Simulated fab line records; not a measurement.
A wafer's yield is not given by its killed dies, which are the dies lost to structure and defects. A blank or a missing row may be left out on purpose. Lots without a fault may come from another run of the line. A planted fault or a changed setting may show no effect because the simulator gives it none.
fab line records + flow sfqLine
record
- lots=14
- wafers=42
- lastDay=87
route steps=325 shown M3@131 I3@144 I4@164
lots that met no fault: from a run of the same line without faults
startH: hours from the record's opening day to when the first of the lot's shown wafers began + waitH: how many hours have passed since the lot's step before this one + " identical to the entry in the row above + L1.1+2: one row covering several wafers at once + - no value present, or no start provided + * or withheld: withheld + < > ~ a bound
route shown NAME@n: a module of which the file shows steps, and the number in the route of the first + usual: the fault-free wafers' mean and standard deviation + same: alike in all rows + chamber/n: place in a boat + sites: the reading at each site + _std_site: standard deviation of those values + _edge_site: the outer-site mean with the inner-site mean subtracted + radiusMm: how far each site lies from the wafer's centre + mask NAME#n: copy n + behind: the tool/chamber that last shaped the wafer + hold: cause of the lot's hold/its duration in hours/its outcome + device: whichever transistor did not switch (one of n, p or np) + end of line: the same wafers' tests at the end of the route + a step without rows: its recipe alone + killed: not the wafer's yield, but the dies lost to structure and defects at the first sort + map: per-die view of a wafer (x killed, . not killed, _ where there is no die)
set.NAME: setting as actually run; set.NAME@STEP: the setting as run at that earlier step + model.NAME: the simulator's own value behind a step, which no gauge read
a sample of lots followed through the steps of the route, with each step as a table and each wafer as a row
services: a tool's chamber out of use, with start hour (startH, from the record's first day; less than 0 if before it), hours out, and reason
## steps
# step SFQ_TRILAYER_M3_STRIP_STRIP_079
# recipe
- gas=O2
- powerW=200
- platenTempC=40
- overashFraction=0.65
- chemistry=O2
- pressureMtorr=50
# usual
- drypumpMotorCurrentA=5.6/0.41
- oesProductAu=1.000/0.0075
# same
- overashFraction=0.65
| lot.wafer | tool        | chamber | startH  | waitH | drypumpMotorCurrentA | oesProductAu | rfHoursCounterH |
|-----------|-------------|---------|---------|-------|----------------------|--------------|-----------------|
| L886.4    | rieMetal-01 | 0       | 706.33  | 0.2   | 5.2                  | 1.001        | -               |
| L886.5    | "           | 1       | "       | "     | 6.0                  | 0.992        | -               |
| L886.6    | "           | 0       | "       | "     | 5.2                  | 1.002        | -               |
| L887.1    | rieMetal-01 | 0       | 718.28  | 0.1   | 5.2                  | 0.996        | 73              |
| L887.2    | "           | 1       | "       | "     | 6.0                  | 0.993        | 90              |
| L887.3    | "           | 1       | "       | "     | 5.9                  | 0.998        | -               |
| L888.1    | rieMetal-03 | 0       | 917.46  | 0.1   | 6.1                  | 0.992        | 65              |
| L888.2    | "           | 1       | "       | "     | 4.8                  | 0.993        | 13              |
| L888.6    | "           | 0       | "       | "     | 6.1                  | 0.992        | -               |
| L892.1    | rieMetal-01 | 0       | 1061.20 | 0.2   | 5.2                  | 0.995        | 118             |
| L892.4    | "           | 0       | "       | "     | 5.2                  | 0.996        | -               |
| L892.6    | "           | 0       | "       | "     | 5.2                  | 0.999        | -               |
| L895.1    | rieMetal-03 | 1       | 1088.61 | 0.1   | 4.8                  | 0.999        | 38              |
| L895.3    | "           | 1       | "       | "     | 4.8                  | 1.001        | -               |
| L895.4    | "           | 0       | "       | "     | 6.1                  | 0.990        | -               |
| L896.1    | rieMetal-01 | 0       | 1107.77 | 0.1   | 5.3                  | 1.006        | 127             |
| L896.3    | "           | 1       | "       | "     | 6.0                  | 1.001        | -               |
| L896.4    | "           | 0       | "       | "     | 5.2                  | 0.997        | -               |
| L902.2    | rieMetal-01 | 1       | 1166.08 | 0.1   | 6.0                  | 1.005        | 10              |
| L902.3    | "           | 0       | "       | "     | 5.2                  | 0.999        | -               |
| L902.6    | "           | 0       | "       | "     | 5.3                  | 0.999        | -               |
| L903.1    | rieMetal-04 | 1       | 1172.08 | 0.1   | 5.6                  | 1.020        | 105             |
| L903.3    | "           | 0       | "       | "     | 5.6                  | 1.012        | -               |
| L903.6    | "           | 1       | "       | "     | 5.7                  | 1.014        | -               |
| L904.1    | rieMetal-01 | 1       | 1181.99 | 0.2   | 6.0                  | 1.002        | 13              |
| L904.4    | "           | 1       | "       | "     | 6.0                  | 0.992        | -               |
| L904.5    | "           | 1       | "       | "     | 6.0                  | 1.002        | -               |
| L905.3    | rieMetal-01 | 1       | 1188.39 | 0.5   | 6.0                  | 1.002        | -               |
| L905.4    | "           | 1       | "       | "     | 6.0                  | 1.002        | -               |
| L905.6    | "           | 1       | "       | "     | 6.0                  | 0.995        | -               |
| L906.1    | rieMetal-01 | 1       | 1196.92 | 0.1   | 5.9                  | 0.998        | 17              |
| L906.4    | "           | 1       | "       | "     | 6.0                  | 1.003        | -               |
| L906.5    | "           | 1       | "       | "     | 6.0                  | 0.987        | -               |
| L907.2    | rieMetal-04 | 1       | 1204.51 | 0.4   | 5.7                  | 1.008        | -               |
| L907.3    | "           | 1       | "       | "     | 5.7                  | 1.012        | -               |
| L907.5    | "           | 1       | "       | "     | 5.6                  | 1.019        | -               |
| L908.2    | rieMetal-03 | 1       | 1211.32 | 0.1   | 4.8                  | 0.999        | 52              |
| L908.4    | "           | 1       | "       | "     | 4.8                  | 1.002        | -               |
| L908.6    | "           | 0       | "       | "     | 6.2                  | 0.985        | -               |
| L909.1    | rieMetal-01 | 0       | 1212.52 | 0.1   | 5.2                  | 0.991        | 4               |
| L909.3    | "           | 1       | "       | "     | 6.0                  | 1.001        | -               |
| L909.5    | "           | 1       | "       | "     | 6.0                  | 0.997        | -               |
# step SFQ_TRILAYER_I3_VIA_BARC_OPEN_VIA_ETCH_121
# recipe
- maskMaterial=PR
- chemistry=O2
- targetDepthNm=125
- target=BARC
- sourceW=500
- biasW=80
- pressureMtorr=30
- timeS=41.7
# usual
- biasW=79.99/0.25
- drypumpMotorCurrentA=5.8/0.61
- oesProductAu=0.685/0.0044
# same
- timeS=41.7
| lot.wafer | tool       | chamber | startH  | waitH | biasW | drypumpMotorCurrentA | oesProductAu | rfHoursCounterH |
|-----------|------------|---------|---------|-------|-------|----------------------|--------------|-----------------|
| L886.4    | rieDiel-01 | 3       | 719.30  | 0.0   | 80.09 | 6.1                  | 0.685        | 50              |
| L886.5    | "          | 1       | "       | "     | 80.23 | 5.0                  | 0.682        | -               |
| L886.6    | "          | 2       | "       | "     | 80.33 | 5.8                  | 0.691        | -               |
| L887.1    | rieDiel-03 | 3       | 730.23  | 0.0   | 79.86 | 5.8                  | 0.695        | 1               |
| L887.2    | "          | 1       | "       | "     | 79.95 | 6.9                  | 0.686        | 3               |
| L887.3    | "          | 0       | "       | "     | 79.91 | 6.1                  | 0.685        | 12              |
| L888.1    | rieDiel-03 | 2       | 926.31  | 0.0   | 79.83 | 6.4                  | 0.686        | 2               |
| L888.2    | "          | 1       | "       | "     | 80.10 | 6.8                  | 0.690        | 6               |
| L888.6    | "          | 3       | "       | "     | 80.35 | 5.8                  | 0.680        | -               |
| L892.1    | rieDiel-03 | 2       | 1069.26 | 0.0   | 80.13 | 6.4                  | 0.687        | 4               |
| L892.4    | "          | 3       | "       | "     | 79.98 | 5.8                  | 0.682        | 6               |
| L892.6    | "          | 2       | "       | "     | 79.94 | 6.4                  | 0.684        | -               |
| L895.1    | rieDiel-04 | 2       | 1101.06 | 0.0   | 80.14 | 5.1                  | 0.688        | 11              |
| L895.3    | "          | 0       | "       | "     | 80.37 | 5.1                  | 0.688        | 5               |
| L895.4    | "          | 1       | "       | "     | 80.35 | 4.9                  | 0.686        | 3               |
| L896.1    | rieDiel-03 | 1       | 1120.34 | 0.0   | 79.43 | 6.8                  | 0.685        | 9               |
| L896.3    | "          | 3       | "       | "     | 80.13 | 5.8                  | 0.698        | 6               |
| L896.4    | "          | 2       | "       | "     | 80.50 | 6.4                  | 0.684        | 5               |
| L902.2    | rieDiel-03 | 3       | 1177.08 | 0.0   | 80.26 | 5.8                  | 0.682        | 7               |
| L902.3    | "          | 0       | "       | "     | 80.28 | 6.2                  | 0.684        | 17              |
| L902.6    | "          | 2       | "       | "     | 79.91 | 6.4                  | 0.688        | -               |
| L903.1    | rieDiel-04 | 2       | 1182.64 | 0.0   | 80.10 | 5.2                  | 0.690        | 12              |
| L903.3    | "          | 3       | "       | "     | 80.00 | 6.0                  | 0.685        | 9               |
| L903.6    | "          | 1       | "       | "     | 79.35 | 4.9                  | 0.684        | -               |
| L904.1    | rieDiel-03 | 3       | 1205.85 | 0.0   | 80.45 | 5.8                  | 0.682        | 7               |
| L904.4    | "          | 1       | "       | "     | 79.86 | 6.8                  | 0.685        | 9               |
| L904.5    | "          | 1       | "       | "     | 80.25 | 6.8                  | 0.681        | -               |
| L905.3    | rieDiel-04 | 1       | 1208.25 | 0.0   | 80.21 | 4.8                  | 0.685        | 4               |
| L905.4    | "          | 2       | "       | "     | 79.61 | 5.2                  | 0.682        | 12              |
| L905.6    | "          | 1       | "       | "     | 80.22 | 4.9                  | 0.689        | -               |
| L906.1    | rieDiel-01 | 2       | 1209.45 | 0.0   | 79.96 | 5.8                  | 0.684        | 15              |
| L906.4    | "          | 0       | "       | "     | 79.96 | 5.5                  | 0.690        | 3               |
| L906.5    | "          | 3       | "       | "     | 79.94 | 6.0                  | 0.685        | -               |
| L907.2    | rieDiel-04 | 2       | 1215.18 | 0.0   | 79.97 | 5.1                  | 0.691        | 12              |
| L907.3    | "          | 0       | "       | "     | 80.19 | 5.1                  | 0.685        | 6               |
| L907.5    | "          | 3       | "       | "     | 79.30 | 6.1                  | 0.690        | -               |
| L908.2    | rieDiel-01 | 3       | 1221.18 | 0.0   | 79.74 | 6.0                  | 0.690        | 6               |
| L908.4    | "          | 0       | "       | "     | 80.34 | 5.5                  | 0.690        | 3               |
| L908.6    | "          | 1       | "       | "     | 79.97 | 5.0                  | 0.688        | -               |
| L909.1    | rieDiel-03 | 0       | 1224.91 | 0.0   | 80.13 | 6.1                  | 0.680        | 18              |
| L909.3    | "          | 2       | "       | "     | 80.14 | 6.4                  | 0.687        | 6               |
| L909.5    | "          | 1       | "       | "     | 79.98 | 6.8                  | 0.688        | -               |
# step SFQ_TRILAYER_I4_CMP_CMP_100
# recipe
- material=SiO2
- downForcePsi=3
- platenRpm=60
- padVelocityMS=0.94248
# usual
- motorCurrentA=10.0/1
- timeToEndpointS=211/6.8
| lot.wafer | tool   | chamber | startH  | waitH | motorCurrentA | timeToEndpointS |
|-----------|--------|---------|---------|-------|---------------|-----------------|
| L887.3    | cmp-01 | 0       | 861.71  | 1.0   | 9.7           | 211             |
| L887.1    | "      | 1       | "       | "     | 8.6           | 206             |
| L887.2    | "      | 2       | "       | "     | 9.2           | 210             |
| L886.4    | cmp-02 | 1       | 861.74  | 2.4   | 10.7          | 213             |
| L886.6    | "      | 3       | 862.74  | 3.4   | 10.2          | 218             |
| L886.5    | "      | 0       | "       | "     | 9.1           | 219             |
| L888.2    | cmp-02 | 1       | 941.06  | 7.8   | 10.9          | 208             |
| L888.1    | "      | 2       | "       | "     | 12.0          | 202             |
| L888.6    | "      | 2       | 943.56  | 10.3  | 11.1          | 208             |
| L892.1    | cmp-01 | 3       | 1076.45 | 2.5   | 10.1          | 200             |
| L892.4    | "      | 1       | 1077.45 | 3.5   | 8.4           | 203             |
| L892.6    | "      | 0       | 1078.95 | 5.0   | 9.7           | 215             |
| L895.3    | cmp-02 | 3       | 1106.75 | 0.6   | 10.5          | 215             |
| L895.1    | "      | 0       | "       | "     | 8.8           | 278             |
| L895.4    | "      | 1       | "       | "     | 10.6          | 225             |
| L896.1    | cmp-02 | 1       | 1126.15 | 1.3   | 11.3          | 214             |
| L896.4    | "      | 3       | 1127.15 | 2.2   | 11.1          | 214             |
| L896.3    | "      | 0       | "       | "     | 9.2           | 277             |
| L902.3    | cmp-02 | 2       | 1206.07 | 1.0   | 11.5          | 206             |
| L902.2    | "      | 3       | "       | "     | 11.0          | 207             |
| L902.6    | "      | 2       | 1208.07 | 2.9   | 11.9          | 211             |
| L903.1    | cmp-01 | 1       | 1208.45 | 2.9   | 8.6           | 211             |
| L903.3    | "      | 2       | "       | "     | 9.2           | 206             |
| L903.6    | "      | 0       | 1210.07 | 4.5   | 9.2           | 213             |
| L904.4    | cmp-01 | 0       | 1217.61 | 5.1   | 10.0          | 227             |
| L904.1    | "      | 1       | "       | "     | 8.5           | 197             |
| L904.5    | "      | 3       | 1219.11 | 6.6   | 9.5           | 218             |
| L905.3    | cmp-01 | 0       | 1220.11 | 6.7   | 9.9           | 214             |
| L905.4    | "      | 2       | 1221.11 | 7.7   | 9.5           | 212             |
| L905.6    | "      | 0       | 1222.11 | 8.7   | 9.4           | 224             |
| L906.4    | cmp-02 | 3       | 1221.57 | 6.2   | 10.8          | 203             |
| L906.1    | "      | 0       | "       | "     | 8.4           | 211             |
| L906.5    | "      | 2       | 1223.07 | 7.7   | 11.2          | 203             |
| L907.2    | cmp-02 | 0       | 1224.57 | 4.9   | 9.3           | 207             |
| L907.3    | "      | 1       | "       | "     | 10.9          | 205             |
| L907.5    | "      | 3       | 1226.07 | 6.3   | 10.7          | 208             |
| L908.4    | cmp-02 | 1       | 1230.07 | 2.9   | 11.1          | 209             |
| L908.2    | "      | 2       | "       | "     | 11.8          | 199             |
| L908.6    | "      | 0       | 1231.57 | 4.4   | 9.0           | 214             |
| L909.1    | cmp-01 | 3       | 1231.61 | 1.6   | 9.8           | 206             |
| L909.3    | "      | 2       | 1233.11 | 3.1   | 9.2           | 210             |
| L909.5    | "      | 3       | "       | "     | 9.8           | 216             |
# step SFQ_TRILAYER_I4_METRO_MEASURE_101
# usual
- thkNm=199.7/1.1
| lot.wafer | tool         | chamber | startH  | waitH | thkNm |
|-----------|--------------|---------|---------|-------|-------|
| L887.1    | filmMetro-04 | -       | 864.33  | 0.1   | 197.8 |
| L887.2    | "            | -       | "       | "     | 198.9 |
| L887.3    | "            | -       | "       | "     | 199.8 |
| L886.4    | filmMetro-03 | -       | 864.46  | 0.6   | 200.6 |
| L886.5    | "            | -       | "       | "     | 200.3 |
| L886.6    | "            | -       | "       | "     | 199.9 |
| L888.1    | filmMetro-03 | -       | 944.18  | 0.1   | 199.7 |
| L888.2    | "            | -       | "       | "     | 200.4 |
| L888.6    | "            | -       | "       | "     | 199.6 |
| L892.1    | filmMetro-04 | -       | 1079.57 | 0.1   | 199.6 |
| L892.4    | "            | -       | "       | "     | 197.4 |
| L892.6    | "            | -       | "       | "     | 199.3 |
| L895.1    | filmMetro-04 | -       | 1109.37 | 0.1   | 304.7 |
| L895.3    | "            | -       | "       | "     | 199.3 |
| L895.4    | "            | -       | "       | "     | 199.9 |
| L896.1    | filmMetro-04 | -       | 1129.27 | 0.1   | 200.5 |
| L896.3    | "            | -       | "       | "     | 304.4 |
| L896.4    | "            | -       | "       | "     | 199.5 |
| L902.2    | filmMetro-04 | -       | 1208.89 | 0.3   | 200.0 |
| L902.3    | "            | -       | "       | "     | 199.0 |
| L902.6    | "            | -       | "       | "     | 198.7 |
| L903.1    | filmMetro-03 | -       | 1210.73 | 0.1   | 198.5 |
| L903.3    | "            | -       | "       | "     | 199.3 |
| L903.6    | "            | -       | "       | "     | 201.7 |
| L904.1    | filmMetro-03 | -       | 1219.73 | 0.1   | 197.8 |
| L904.4    | "            | -       | "       | "     | 199.2 |
| L904.5    | "            | -       | "       | "     | 197.7 |
| L905.3    | filmMetro-03 | -       | 1223.13 | 0.5   | 200.2 |
| L905.4    | "            | -       | "       | "     | 200.0 |
| L905.6    | "            | -       | "       | "     | 202.1 |
| L906.1    | filmMetro-04 | -       | 1223.69 | 0.1   | 199.5 |
| L906.4    | "            | -       | "       | "     | 199.1 |
| L906.5    | "            | -       | "       | "     | 198.7 |
| L907.2    | filmMetro-03 | -       | 1226.89 | 0.3   | 199.6 |
| L907.3    | "            | -       | "       | "     | 199.5 |
| L907.5    | "            | -       | "       | "     | 200.0 |
| L908.2    | filmMetro-02 | -       | 1232.89 | 0.3   | 201.1 |
| L908.4    | "            | -       | "       | "     | 202.2 |
| L908.6    | "            | -       | "       | "     | 201.4 |
| L909.1    | filmMetro-04 | -       | 1234.73 | 0.1   | 200.2 |
| L909.3    | "            | -       | "       | "     | 199.8 |
| L909.5    | "            | -       | "       | "     | 199.3 |
# step SFQ_TRILAYER_I4_VIA_ETCH_VIA_ETCH_106
# recipe
- target=SiO2
- stopOn=Nb
- maskMaterial=PR
- taperDeg=20
- chemistry=CHF3
- targetDepthNm=260
- sourceW=500
- biasW=80
- pressureMtorr=30
- timeS=withheld
# usual
- biasW=80.00/0.25
- drypumpMotorCurrentA=5.9/0.54
- oesProductAu=0.854/0.005
| lot.wafer | tool       | chamber | startH  | waitH | biasW | drypumpMotorCurrentA | oesProductAu |
|-----------|------------|---------|---------|-------|-------|----------------------|--------------|
| L886.4    | rieDiel-01 | 3       | 1006.71 | 0.0   | 79.84 | 6.1                  | 0.857        |
| L886.5    | "          | 0       | "       | "     | 79.90 | 5.5                  | 0.855        |
| L886.6    | "          | 1       | "       | "     | 79.86 | 5.0                  | 0.862        |
| L887.1    | rieDiel-03 | 1       | 1007.91 | 0.0   | 79.81 | 6.8                  | 0.852        |
| L887.2    | "          | 0       | "       | "     | 80.22 | 6.2                  | 0.851        |
| L887.3    | "          | 3       | "       | "     | 79.91 | 5.8                  | 0.859        |
| L888.1    | rieDiel-03 | 1       | 1086.07 | 0.0   | 79.74 | 6.8                  | 0.852        |
| L888.2    | "          | 2       | "       | "     | 79.88 | 6.4                  | 0.853        |
| L888.6    | "          | 1       | "       | "     | 79.89 | 6.8                  | 0.852        |
| L892.1    | rieDiel-02 | 3       | 1189.58 | 0.0   | 80.47 | 5.7                  | 0.846        |
| L892.4    | "          | 1       | "       | "     | 80.36 | 4.8                  | 0.860        |
| L892.6    | "          | 3       | "       | "     | 80.22 | 5.7                  | 0.852        |
| L895.1    | rieDiel-02 | 3       | 1243.58 | 0.0   | 79.47 | 5.7                  | 0.990        |
| L895.3    | "          | 1       | "       | "     | 79.73 | 4.8                  | 0.858        |
| L895.4    | "          | 0       | "       | "     | 80.16 | 6.0                  | 0.851        |
| L896.1    | rieDiel-01 | 0       | 1261.58 | 0.0   | 80.00 | 5.4                  | 0.859        |
| L896.3    | "          | 2       | "       | "     | 80.26 | 5.8                  | 1.007        |
| L896.4    | "          | 3       | "       | "     | 80.08 | 6.1                  | 0.858        |
| L902.2    | rieDiel-01 | 0       | 1350.22 | 0.0   | 79.91 | 5.5                  | 0.858        |
| L902.3    | "          | 3       | "       | "     | 80.11 | 6.1                  | 0.858        |
| L902.6    | "          | 2       | "       | "     | 79.99 | 5.8                  | 0.848        |
| L903.1    | rieDiel-03 | 3       | 1352.62 | 0.0   | 80.27 | 5.8                  | 0.844        |
| L903.3    | "          | 0       | "       | "     | 79.87 | 6.2                  | 0.867        |
| L903.6    | "          | 2       | "       | "     | 79.95 | 6.4                  | 0.852        |
| L904.1    | rieDiel-01 | 2       | 1361.02 | 0.0   | 80.32 | 5.8                  | 0.852        |
| L904.4    | "          | 3       | "       | "     | 79.83 | 6.1                  | 0.853        |
| L904.5    | "          | 2       | "       | "     | 79.93 | 5.8                  | 0.844        |
| L905.3    | rieDiel-02 | 0       | 1365.82 | 0.0   | 79.92 | 6.0                  | 0.857        |
| L905.4    | "          | 3       | "       | "     | 80.12 | 5.7                  | 0.855        |
| L905.6    | "          | 3       | "       | "     | 79.97 | 5.7                  | 0.861        |
| L906.1    | rieDiel-03 | 0       | 1367.02 | 0.0   | 80.01 | 6.2                  | 0.860        |
| L906.4    | "          | 1       | "       | "     | 80.03 | 6.8                  | 0.855        |
| L906.5    | "          | 2       | "       | "     | 79.90 | 6.4                  | 0.848        |
| L907.2    | rieDiel-01 | 0       | 1368.22 | 0.0   | 80.17 | 5.5                  | 0.852        |
| L907.3    | "          | 1       | "       | "     | 80.27 | 5.0                  | 0.849        |
| L907.5    | "          | 1       | "       | "     | 79.87 | 5.0                  | 0.854        |
| L908.2    | rieDiel-01 | 2       | 1380.14 | 0.0   | 79.71 | 5.9                  | 0.860        |
| L908.4    | "          | 3       | "       | "     | 79.67 | 6.1                  | 0.861        |
| L908.6    | "          | 0       | "       | "     | 79.66 | 5.4                  | 0.849        |
| L909.1    | rieDiel-02 | 2       | 1381.34 | 0.0   | 80.14 | 6.3                  | 0.859        |
| L909.3    | "          | 0       | "       | "     | 79.91 | 6.0                  | 0.848        |
| L909.5    | "          | 0       | "       | "     | 79.81 | 6.0                  | 0.854        |
# step SFQ_TRILAYER_I4_VIA_STRIP_STRIP_107
# recipe
- gas=O2
- powerW=200
- platenTempC=40
- overashFraction=0.65
- chemistry=O2
- pressureMtorr=50
# usual
- drypumpMotorCurrentA=5.60/0.23
- oesProductAu=1.000/0.0089
# same
- overashFraction=0.65
| lot.wafer | tool        | chamber | startH  | waitH | drypumpMotorCurrentA | oesProductAu | rfHoursCounterH |
|-----------|-------------|---------|---------|-------|----------------------|--------------|-----------------|
| L886.4    | rieMetal-04 | 0       | 1007.02 | -     | 5.57                 | 1.004        | -               |
| L886.5    | "           | 0       | "       | "     | 5.58                 | 1.000        | -               |
| L886.6    | "           | 1       | "       | "     | 5.67                 | 1.019        | -               |
| L887.1    | rieMetal-01 | 0       | 1008.02 | -     | 5.22                 | 1.011        | 111             |
| L887.2    | "           | 0       | "       | "     | 5.21                 | 0.990        | -               |
| L887.3    | "           | 0       | "       | "     | 5.22                 | 0.997        | -               |
| L888.1    | rieMetal-01 | 0       | 1086.18 | -     | 5.19                 | 0.987        | 125             |
| L888.2    | "           | 0       | "       | "     | 5.19                 | 0.999        | -               |
| L888.6    | "           | 0       | "       | "     | 5.16                 | 0.998        | -               |
| L892.1    | rieMetal-04 | 1       | 1189.69 | -     | 5.68                 | 1.000        | 107             |
| L892.4    | "           | 0       | "       | "     | 5.56                 | 1.007        | -               |
| L892.6    | "           | 1       | "       | "     | 5.70                 | 1.004        | -               |
| L895.1    | rieMetal-01 | 1       | 1243.69 | -     | 5.96                 | 0.994        | 25              |
| L895.3    | "           | 0       | "       | "     | 5.22                 | 1.008        | -               |
| L895.4    | "           | 1       | "       | "     | 5.95                 | 0.999        | -               |
| L896.1    | rieMetal-01 | 1       | 1261.69 | -     | 5.99                 | 1.004        | 28              |
| L896.3    | "           | 0       | "       | "     | 5.21                 | 1.016        | -               |
| L896.4    | "           | 1       | "       | "     | 5.99                 | 1.004        | -               |
| L902.2    | rieMetal-02 | 1       | 1350.34 | -     | 5.74                 | 1.004        | 70              |
| L902.3    | "           | 0       | "       | "     | 5.58                 | 1.000        | -               |
| L902.6    | "           | 0       | "       | "     | 5.57                 | 0.997        | -               |
| L903.1    | rieMetal-04 | 1       | 1352.74 | -     | 5.68                 | 1.001        | 8               |
| L903.3    | "           | 0       | "       | "     | 5.57                 | 1.003        | -               |
| L903.6    | "           | 0       | "       | "     | 5.56                 | 0.993        | -               |
| L904.1    | rieMetal-02 | 0       | 1361.14 | -     | 5.56                 | 0.999        | 24              |
| L904.4    | "           | 0       | "       | "     | 5.58                 | 1.011        | -               |
| L904.5    | "           | 0       | "       | "     | 5.59                 | 1.013        | -               |
| L905.3    | rieMetal-04 | 0       | 1366.14 | -     | 5.60                 | 0.990        | -               |
| L905.4    | "           | 1       | "       | "     | 5.68                 | 0.993        | -               |
| L905.6    | "           | 0       | "       | "     | 5.59                 | 0.996        | -               |
| L906.1    | rieMetal-02 | 0       | 1367.14 | -     | 5.58                 | 1.006        | 25              |
| L906.4    | "           | 0       | "       | "     | 5.58                 | 0.992        | -               |
| L906.5    | "           | 0       | "       | "     | 5.59                 | 0.999        | -               |
| L907.2    | rieMetal-04 | 0       | 1368.34 | -     | 5.58                 | 0.991        | 25              |
| L907.3    | "           | 1       | "       | "     | 5.63                 | 0.993        | -               |
| L907.5    | "           | 0       | "       | "     | 5.57                 | 0.984        | -               |
| L908.2    | rieMetal-02 | 1       | 1380.25 | -     | 5.80                 | 1.007        | 74              |
| L908.4    | "           | 1       | "       | "     | 5.80                 | 1.005        | -               |
| L908.6    | "           | 0       | "       | "     | 5.60                 | 0.993        | -               |
| L909.1    | rieMetal-01 | 1       | 1381.45 | -     | 5.97                 | 1.008        | 48              |
| L909.3    | "           | 1       | "       | "     | 5.97                 | 1.004        | -               |
| L909.5    | "           | 1       | "       | "     | 5.98                 | 1.014        | -               |
## services
| tool        | chamber | startH  | hours | kind   |
|-------------|---------|---------|-------|--------|
| rieDiel-01  | 1       | 697.42  | 5.9   | repair |
| rieDiel-03  | 3       | 699.08  | 6.0   | repair |
| rieDiel-03  | 2       | 700.94  | 7.6   | repair |
| rieDiel-03  | 2       | 720.85  | 9.0   | repair |
| rieMetal-01 | -       | 725.69  | 1.1   | repair |
| rieDiel-03  | 1       | 776.95  | 6.9   | repair |
| rieDiel-03  | -       | 824.24  | 0.4   | repair |
| rieDiel-03  | 3       | 851.73  | 9.6   | repair |
| rieDiel-03  | 1       | 874.29  | 5.9   | repair |
| rieMetal-01 | -       | 912.48  | 0.6   | repair |
| rieDiel-03  | -       | 916.86  | 0.4   | repair |
| rieMetal-01 | 0       | 964.48  | 3.1   | repair |
| rieDiel-03  | 3       | 974.26  | 11.7  | repair |
| rieMetal-01 | 1       | 996.87  | 20.7  | repair |
| rieDiel-03  | -       | 1054.06 | 14.6  | pm     |
| rieDiel-03  | 0       | 1074.73 | 17.9  | repair |
| rieMetal-01 | -       | 1115.71 | 0.1   | repair |
| rieDiel-03  | -       | 1210.43 | 0.3   | repair |
| rieMetal-01 | -       | 1241.57 | 1.2   | repair |
| rieDiel-03  | 0       | 1252.18 | 7.4   | repair |
| rieDiel-03  | 1       | 1308.80 | 4.3   | repair |
| rieDiel-03  | 2       | 1316.74 | 6.6   | repair |
| rieMetal-01 | -       | 1330.73 | 0.8   | repair |
| rieMetal-01 | 0       | 1364.01 | 4.2   | repair |
## key
firstSign
- step=SFQ_TRILAYER_I4_CMP_CMP_100
- reading=timeToEndpointS
- direction=up
- sigmas=9.8
- usual=*
- struck=*
effect
- step=SFQ_TRILAYER_I4_METRO_MEASURE_101
- reading=thkNm
- direction=up
- sigmas=98
- usual=199.7
- struck=304.5
effect
- step=SFQ_TRILAYER_I4_VIA_ETCH_VIA_ETCH_106
- reading=oesProductAu
- direction=up
- sigmas=29
- usual=0.854
- struck=0.998
metAt SFQ_TRILAYER_I4_CMP_CMP_100
struckLots L895,L896
struckWafers L895.1,L896.3
notActingAt SFQ_TRILAYER_M3_STRIP_STRIP_079,SFQ_TRILAYER_I3_VIA_BARC_OPEN_VIA_ETCH_121,SFQ_TRILAYER_I4_VIA_STRIP_STRIP_107
onsetBetween 861.74 1106.75
fault
- kind=processParameterDrift
- tool=cmp-02
- chamber=0
- onsetH=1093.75
- steps=SFQ_TRILAYER_I4_CMP_CMP_100
- channel=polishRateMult
- offset=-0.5
- shape=step
- endH=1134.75
